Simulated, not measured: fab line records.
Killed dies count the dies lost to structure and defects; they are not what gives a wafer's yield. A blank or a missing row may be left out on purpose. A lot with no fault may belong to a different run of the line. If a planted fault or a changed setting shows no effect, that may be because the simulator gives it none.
Struck lot and sound lot, side by side ; flow sky130 ; 20 steps out of a route of 708
Sound: the wafers L946.1, L946.3, L946.5. Wafers L958.3, L958.4, L958.6 were the ones struck. Last of all comes the cause.
At each step with rows: each side's tool, then ch and its chambers, then its first start. Under that, the readings that differ: sound wafers ; struck wafers ; difference of the means ; sigmas: that difference in standard deviations of wafers without a fault.
alike: readings with means less than 2 such deviations apart, plus words and numbers identical on both sides. not compared: withheld readings, readings lacking a value on some wafer, bounds such as >300 that could conceal the same value, and numbers that have no deviation in the record and whose values overlap.
Wherever a step has rows on one side only, a row that says differs or no value, or a row with sigmas, the two part there. When numbers do not overlap yet have no deviation, they are printed without sigmas and do not part them. Lack of a reading on every wafer of one side parts them only where that side has two or more wafers.

SKY_POLY_GATE_CD_MEAS_22:
  struck on cd sem-02, day 22 20:04; sound on cd sem-01, day 18 14:49
  alike: cd nm
then, 7 steps without rows for these wafers: SKY_LDD_N_DEHYDRATE_00 (time 60 s); SKY_LDD_N_HMDS_01 (prime time 60 s); SKY_LDD_N_COAT_02 (resist thk 300 nm); SKY_LDD_N_SOFTBAKE_03 (time 60 s); SKY_LDD_N_EXPOSE_04 (exposes mask NTM, target cd 840 nm); SKY_LDD_N_PEB_05; SKY_LDD_N_DEVELOP_06 (develop time 60 s).
SKY_LDD_N_OVL_MEAS_07:
  struck on overlay-02, day 24 02:05; sound on overlay-02, day 19 21:50
  alike: LDD_N_OVL
then, 3 steps without rows for these wafers: SKY_LDD_N_IMPLANT_08; SKY_LDD_N_IMPLANT_09; SKY_LDD_N_IMPLANT_10.
SKY_LDD_N_IMPLANT_11:
  sound on implanter-03 ch 0, day 19 22:20; struck on implanter-04 ch 0, day 24 02:37
reading;sound;struck;difference;sigmas
beam on s (s);10.31 9.98 10.08;13.17 13.28 13.20;+3.09;+14
dose ions cm2;7.502e+13 7.511e+13 7.503e+13;1.0956e+14 1.0963e+14 1.0954e+14;+3.4523e+13;+99 or more
faraday current uA;410 423 419;468 464 467;+49;+5
then, 4 steps without rows for these wafers: SKY_LDD_N_IMPLANT_12; SKY_LDD_N_IMPLANT_13; SKY_LDD_N_IMPLANT_14; SKY_LDD_N_IMPLANT_15.
SKY_LDD_N_STRIP_16: strips in O2/N2.
  sound on plasma asher-01 ch 1, day 19 23:05; struck on plasma asher-01 ch 0,1, day 24 03:20
reading;sound;struck;difference;sigmas
strip time to endpoint s (s);4.309 4.318 4.309;4.426 4.396 4.398;+0.095;+7
  alike: drypump motor current A, oes product au
  not compared: rf hours counter h
SKY_LDD_N_TW_MEAS_17:
  struck on film metro-01, day 24 03:26; sound on film metro-02, day 19 23:11
  alike: LDD_N_TW
-- record jumps: 26 days separate the struck wafers' starts on either side; left off in module LDD_N, taken up again in module PAD_OPEN, whose first shown step is the route's number 708 --
SKY_PAD_OPEN_PROBE_99:
  struck on prober-01, day 49 19:30; sound on prober-02, day 47 10:12
reading;sound;struck;difference;sigmas
model.etest.tip n.rs ohm sq;438.1 439.4 439.7;411 413.7 412.7;-27;
  alike: killed_at_M0_to_M3, killed_at_M4_up, killed at contacts, killed at front end, killed at other, killed dies, killed open, killed short

== WHERE THEY PART ==
Last at SKY_LDD_N_STRIP_16 as far as this record goes, first at SKY_LDD_N_IMPLANT_11. Later steps at which nothing parts them and some readings are alike: SKY_LDD_N_TW_MEAS_17, SKY_PAD_OPEN_PROBE_99.

WHY: what had been put in by the simulator
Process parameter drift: implanter-04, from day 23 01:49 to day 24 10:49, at SKY_LDD_N_IMPLANT_11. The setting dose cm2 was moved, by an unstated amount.
